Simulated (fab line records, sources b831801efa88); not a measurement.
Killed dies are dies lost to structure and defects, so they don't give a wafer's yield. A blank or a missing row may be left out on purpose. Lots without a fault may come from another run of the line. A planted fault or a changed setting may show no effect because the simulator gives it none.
fab line records | flow gf180mcu
record lots=13 wafers=39 last_day=33
route steps=602 shown HV_LDD@185 PSD@255 CONTACT@309 M2@368
lots that met no fault: from a run of the same line without faults
start_h: hours from the record's first day to the start of the lot's first wafer shown | wait_h: hours since the lot's step before | " the same as in the row above | L1.1+2: a row that stands for several wafers | - no value, or no start given | * or withheld: withheld | < > ~ a bound
route shown NAME@n: a module of which the file shows steps, and the number in the route of the first | usual: mean/standard deviation of fault-free wafers | same: alike in all rows | chamber/n: place in a boat | sites: the reading at each site | _std_site: their standard deviation | _edge_site: outer sites' mean less inner sites' | radius_mm: how far each site lies from the wafer's centre | mask NAME#n: copy n | behind: the tool/chamber that last shaped the wafer | hold: why the lot was held/for how many hours/how that ended | device: the transistor (n, p or np) that didn't switch | end of line: the same wafers' tests at the end of the route | a step without rows: its recipe alone | killed: dies lost to structure and defects at the first sort, not the wafer's yield | map: a wafer's dies, x killed, . not, _ none there
set.NAME: the setting as run; set.NAME@STEP: as run at that earlier step | model.NAME: the simulator's own value behind a step, which no gauge read
steps of the route over a sample of lots; a table a step, a row a wafer
services: from which hour (start_h, from the record's first day; less than 0 if before it) a tool's chamber was out of use, for how many hours, and why
## steps
# step GF_HV_LDD_IMPLANT_09
# recipe species=As energy_kev=40 dose_cm2=1e+14 tilt_deg=7
# usual dose_ions_cm2=1.0002e+14/1.2e+11 faraday_current_uA=565/10
# columns lot.wafer tool chamber start_h wait_h dose_ions_cm2 faraday_current_uA
L533.1 implanter-02 0 221.70 0.0 9.979e+13 559
L533.4 " 0 " " 1.0004e+14 562
L533.5 " 0 " " 9.998e+13 544
L535.3 implanter-01 0 228.95 0.1 9.988e+13 556
L535.4 " 0 " " 1.0015e+14 578
L535.6 " 0 " " 1.0013e+14 579
L536.1 implanter-01 0 244.30 0.0 1.0025e+14 572
L536.5 " 0 " " 9.999e+13 557
L536.6 " 0 " " 9.996e+13 568
L537.2 implanter-01 0 253.93 0.0 1.0014e+14 545
L537.4 " 0 " " 9.992e+13 559
L537.5 " 0 " " 9.986e+13 578
L538.1 implanter-01 0 259.89 0.0 9.87e+12 55
L538.4 " 0 " " 1.002e+13 56
L538.6 " 0 " " 9.72e+12 55
L540.1 implanter-01 0 268.89 0.0 1.008e+13 58
L540.2 " 0 " " 9.89e+12 57
L540.6 " 0 " " 1.002e+13 57
L539.3 implanter-02 0 270.24 0.1 1.0014e+14 558
L539.4 " 0 " " 1.002e+14 558
L539.5 " 0 " " 1.0015e+14 571
L545.3 implanter-04 0 303.20 0.1 1.0018e+14 567
L545.5 " 0 " " 1.0012e+14 558
L545.6 " 0 " " 1.0001e+14 579
L547.3 implanter-04 0 316.54 0.1 1.0001e+14 589
L547.4 " 0 " " 1.0002e+14 544
L547.6 " 0 " " 1.0001e+14 567
L548.1 implanter-01 0 328.90 0.0 1.0016e+14 579
L548.3 " 0 " " 1.0001e+14 562
L548.5 " 0 " " 1.0007e+14 562
L550.3 implanter-01 0 344.15 0.1 1.0007e+14 577
L550.4 " 0 " " 1.0005e+14 562
L550.5 " 0 " " 1.0019e+14 569
L551.3 implanter-02 0 347.25 0.1 9.999e+13 574
L551.4 " 0 " " 9.98e+13 569
L551.6 " 0 " " 9.99e+13 558
L553.1 implanter-04 0 364.05 0.0 9.998e+13 561
L553.3 " 0 " " 1.0031e+14 578
L553.5 " 0 " " 1e+14 544
# step GF_HV_LDD_TW_MEAS_11
# usual HV_LDD_TW=2395/22
# columns lot.wafer tool chamber start_h wait_h HV_LDD_TW
L533.1 film_metro-04 - 221.95 0.1 2406
L533.4 " - " " 2403
L533.5 " - " " 2410
L535.3 film_metro-04 - 229.17 0.1 2401
L535.4 " - " " 2394
L535.6 " - " " 2397
L536.1 film_metro-02 - 244.55 0.1 2381
L536.5 " - " " 2370
L536.6 " - " " 2364
L537.2 film_metro-04 - 254.16 0.1 2391
L537.4 " - " " 2393
L537.5 " - " " 2397
L538.1 film_metro-01 - 260.14 0.1 1207
L538.4 " - " " 1220
L538.6 " - " " 1218
L540.1 film_metro-02 - 269.14 0.1 1229
L540.2 " - " " 1248
L540.6 " - " " 1236
L539.3 film_metro-02 - 270.46 0.1 2370
L539.4 " - " " 2371
L539.5 " - " " 2377
L545.3 film_metro-04 - 303.42 0.1 2392
L545.5 " - " " 2398
L545.6 " - " " 2384
L547.3 film_metro-01 - 316.76 0.1 2425
L547.4 " - " " 2417
L547.6 " - " " 2433
L548.1 film_metro-02 - 329.15 0.1 2371
L548.3 " - " " 2369
L548.5 " - " " 2363
L550.3 film_metro-04 - 344.37 0.1 2389
L550.4 " - " " 2395
L550.5 " - " " 2397
L551.3 film_metro-01 - 347.47 0.1 2431
L551.4 " - " " 2446
L551.6 " - " " 2427
L553.1 film_metro-02 - 364.30 0.1 2377
L553.3 " - " " 2387
L553.5 " - " " 2367
# step GF_HV_LDD_RS_MEAS_53
# recipe thk_meas_gauge=four-point-probe
# usual HV_LDD_RS=418.5/1
# columns lot.wafer tool chamber start_h wait_h HV_LDD_RS[ohm/sq]
L533.1 film_metro-02 - 278.73 0.1 419.2
L533.4 " - " " 419.0
L533.5 " - " " 417.9
L535.3 film_metro-01 - 286.25 0.1 418.1
L535.4 " - " " 419.4
L535.6 " - " " 417.4
L536.1 film_metro-02 - 304.48 0.1 419.1
L536.5 " - " " 419.4
L536.6 " - " " 419.9
L537.2 film_metro-01 - 315.64 0.1 417.1
L537.4 " - " " 416.8
L537.5 " - " " 417.5
L538.1 film_metro-02 - 321.53 0.1 765.5
L538.4 " - " " 763.7
L538.6 " - " " 764.9
L540.1 film_metro-02 - 330.54 0.1 753.3
L540.2 " - " " 749.7
L540.6 " - " " 752.0
L539.3 film_metro-04 - 333.41 0.1 418.5
L539.4 " - " " 419.0
L539.5 " - " " 418.6
L545.3 film_metro-04 - 369.80 0.1 417.8
L545.5 " - " " 418.9
L545.6 " - " " 418.7
L547.3 film_metro-04 - 383.32 0.1 417.4
L547.4 " - " " 418.7
L547.6 " - " " 418.2
L548.1 film_metro-04 - 396.04 0.1 417.1
L548.3 " - " " 416.7
L548.5 " - " " 417.2
L550.3 film_metro-01 - 415.62 0.1 417.4
L550.4 " - " " 417.3
L550.5 " - " " 417.6
L551.3 film_metro-04 - 416.97 0.1 419.0
L551.4 " - " " 417.8
L551.6 " - " " 418.3
L553.1 film_metro-02 - 438.74 0.1 418.8
L553.3 " - " " 418.9
L553.5 " - " " 418.8
# step GF_PSD_CD_MEAS_07
# recipe target_cd_nm=400
# usual cd_nm=400.6/2.3
# columns lot.wafer tool chamber start_h wait_h cd_nm
L533.1 cd_sem-01 - 322.45 0.1 405.3
L533.4 " - " " 404.1
L533.5 " - " " 401.2
L535.3 cd_sem-01 - 331.32 0.1 401.3
L535.4 " - " " 399.7
L535.6 " - " " 402.7
L536.1 cd_sem-01 - 348.60 0.1 404.1
L536.5 " - " " 402.5
L536.6 " - " " 400.9
L537.2 cd_sem-02 - 361.05 0.1 398.2
L537.4 " - " " 397.2
L537.5 " - " " 397.7
L538.1 cd_sem-02 - 368.00 0.1 401.5
L538.4 " - " " 400.3
L538.6 " - " " 400.8
L540.1 cd_sem-02 - 376.95 0.1 402.8
L540.2 " - " " 401.8
L540.6 " - " " 403.6
L539.3 cd_sem-01 - 381.24 0.1 402.1
L539.4 " - " " 401.3
L539.5 " - " " 401.5
L545.3 cd_sem-02 - 420.12 0.1 399.6
L545.5 " - " " 402.0
L545.6 " - " " 400.8
L547.3 cd_sem-02 - 433.42 0.1 399.2
L547.4 " - " " 399.2
L547.6 " - " " 399.9
L548.1 cd_sem-01 - 447.40 0.1 394.4
L548.3 " - " " 396.8
L548.5 " - " " 396.5
L550.3 cd_sem-01 - 465.93 0.1 402.4
L550.4 " - " " 403.9
L550.5 " - " " 403.0
L551.3 cd_sem-02 - 469.89 0.1 402.2
L551.4 " - " " 401.4
L551.6 " - " " 402.2
L553.1 cd_sem-01 - 489.34 0.1 401.3
L553.3 " - " " 404.4
L553.5 " - " " 402.6
# step GF_CONTACT_SPUTTER_22
# recipe material=Ti target_thk_nm=15 chamber_pressure_pa=5 power_w=2500 substrate_temp_c=200 time_s=80.02
# usual throttle_valve_pct=30.1/0.98
# columns lot.wafer tool chamber start_h wait_h throttle_valve_pct
L533.1 pvd_sputter-01 - 369.41 0.0 29.3
L533.4 " - " " 29.1
L533.5 " - " " 31.2
L535.3 pvd_sputter-04 - 377.83 0.0 32.0
L535.4 " - " " 28.3
L535.6 " - " " 30.2
L536.1 pvd_sputter-03 - 396.92 0.0 29.8
L536.5 " - " " 29.5
L536.6 " - " " 29.4
L537.2 pvd_sputter-01 - 408.93 0.0 29.3
L537.4 " - " " 29.8
L537.5 " - " " 29.9
L538.1 pvd_sputter-04 - 418.24 0.0 28.4
L538.4 " - " " 31.0
L538.6 " - " " 32.1
L540.1 pvd_sputter-01 - 424.71 0.0 29.0
L540.2 " - " " 31.2
L540.6 " - " " 29.2
L539.3 pvd_sputter-01 - 430.50 0.0 29.4
L539.4 " - " " 31.1
L539.5 " - " " 29.3
L545.3 pvd_sputter-03 - 472.22 0.0 32.0
L545.5 " - " " 29.7
L545.6 " - " " 29.7
L547.3 pvd_sputter-04 - 485.06 0.0 32.0
L547.4 " - " " 31.1
L547.6 " - " " 30.4
L548.1 pvd_sputter-01 - 497.76 0.0 29.1
L548.3 " - " " 31.2
L548.5 " - " " 31.2
L550.3 pvd_sputter-01 - 515.64 0.0 30.8
L550.4 " - " " 29.6
L550.5 " - " " 29.3
L551.3 pvd_sputter-03 - 520.51 0.0 30.6
L551.4 " - " " 29.5
L551.6 " - " " 29.8
L553.1 pvd_sputter-03 - 539.26 0.0 29.8
L553.3 " - " " 29.3
L553.5 " - " " 29.8
# step GF_M2_THK_MEAS_06
# recipe thk_meas_gauge=xrf reads=AlCu_of_M2_SPUTTER_02
# usual M2_ALCU_THK=454/5.3
# columns lot.wafer tool chamber start_h wait_h M2_ALCU_THK[nm]
L533.1 film_metro-03 - 420.53 0.1 469
L533.4 " - " " 466
L533.5 " - " " 464
L535.3 film_metro-02 - 427.75 0.1 454
L535.4 " - " " 452
L535.6 " - " " 450
L536.1 film_metro-02 - 449.04 0.1 455
L536.5 " - " " 459
L536.6 " - " " 454
L537.2 film_metro-02 - 462.10 0.1 459
L537.4 " - " " 457
L537.5 " - " " 458
L538.1 film_metro-04 - 470.56 0.1 455
L538.4 " - " " 457
L538.6 " - " " 458
L540.1 film_metro-03 - 477.92 0.1 454
L540.2 " - " " 455
L540.6 " - " " 457
L539.3 film_metro-02 - 483.45 0.1 458
L539.4 " - " " 456
L539.5 " - " " 457
L545.3 film_metro-04 - 523.46 0.1 445
L545.5 " - " " 451
L545.6 " - " " 452
L547.3 film_metro-03 - 535.57 0.1 445
L547.4 " - " " 451
L547.6 " - " " 451
L548.1 film_metro-03 - 548.45 0.1 454
L548.3 " - " " 456
L548.5 " - " " 456
L550.3 film_metro-02 - 566.12 0.1 455
L550.4 " - " " 446
L550.5 " - " " 451
L551.3 film_metro-02 - 569.99 0.1 455
L551.4 " - " " 449
L551.6 " - " " 447
L553.1 film_metro-02 - 586.18 0.1 445
L553.3 " - " " 441
L553.5 " - " " 444
## services
# columns tool chamber start_h hours kind
implanter-02 - 200.32 3.7 repair
pvd_sputter-04 - 204.09 2.6 repair
pvd_sputter-04 - 204.22 3.5 repair
implanter-04 - 216.11 3.9 pm
implanter-04 - 231.64 1.2 repair
implanter-04 - 242.50 4.5 repair
pvd_sputter-01 - 244.26 0.9 repair
pvd_sputter-03 - 245.37 14.4 repair
pvd_sputter-01 - 326.53 5.9 repair
pvd_sputter-01 0 332.43 - consumable_replace:kit
pvd_sputter-01 0 332.43 18.0 scheduled_down
pvd_sputter-01 0 332.43 18.0 vent_cycle
implanter-01 - 344.42 115.7 pm
implanter-02 - 383.99 6.1 repair
pvd_sputter-03 1 425.18 - consumable_replace:kit
pvd_sputter-03 1 425.18 18.0 scheduled_down
pvd_sputter-01 - 444.51 1.9 repair
implanter-01 - 460.10 14.2 pm
implanter-02 - 461.47 2.9 repair
implanter-04 - 470.23 2.5 repair
implanter-02 - 493.26 4.2 pm
pvd_sputter-01 - 505.14 5.0 repair
implanter-04 - 505.92 1.1 repair
implanter-04 - 530.14 1.2 repair
## key
first_sign step=GF_HV_LDD_IMPLANT_09 reading=dose_ions_cm2 direction=down sigmas=99+ usual=1.0002e+14 struck=9.93e+12
effect step=GF_HV_LDD_IMPLANT_09 reading=faraday_current_uA direction=down sigmas=50 usual=565 struck=56
effect step=GF_HV_LDD_TW_MEAS_11 reading=HV_LDD_TW direction=down sigmas=54 usual=2395 struck=1226
effect step=GF_HV_LDD_RS_MEAS_53 reading=HV_LDD_RS direction=up sigmas=99+ usual=418.5 struck=758.2
met_at GF_HV_LDD_IMPLANT_09
struck_lots L538,L540
tester_left_out L538,L540
not_acting_at GF_PSD_CD_MEAS_07,GF_CONTACT_SPUTTER_22,GF_M2_THK_MEAS_06
onset_between 253.93 259.89
fault kind=process_parameter_drift tool=implanter-01 chamber=- onset_h=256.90 steps=GF_HV_LDD_IMPLANT_09 channel=dose_cm2 offset=-9e+13 shape=step end_h=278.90 acts_in=these_recipes_only stated=1e+14
# tester_left_out: of these lots the tester's yield and bins aren't shown, on N5 and GAA mostly nor the transistor test; their killed dies are dies lost to structure and defects alone, not to doping, threshold or leakage, so they don't give the yield
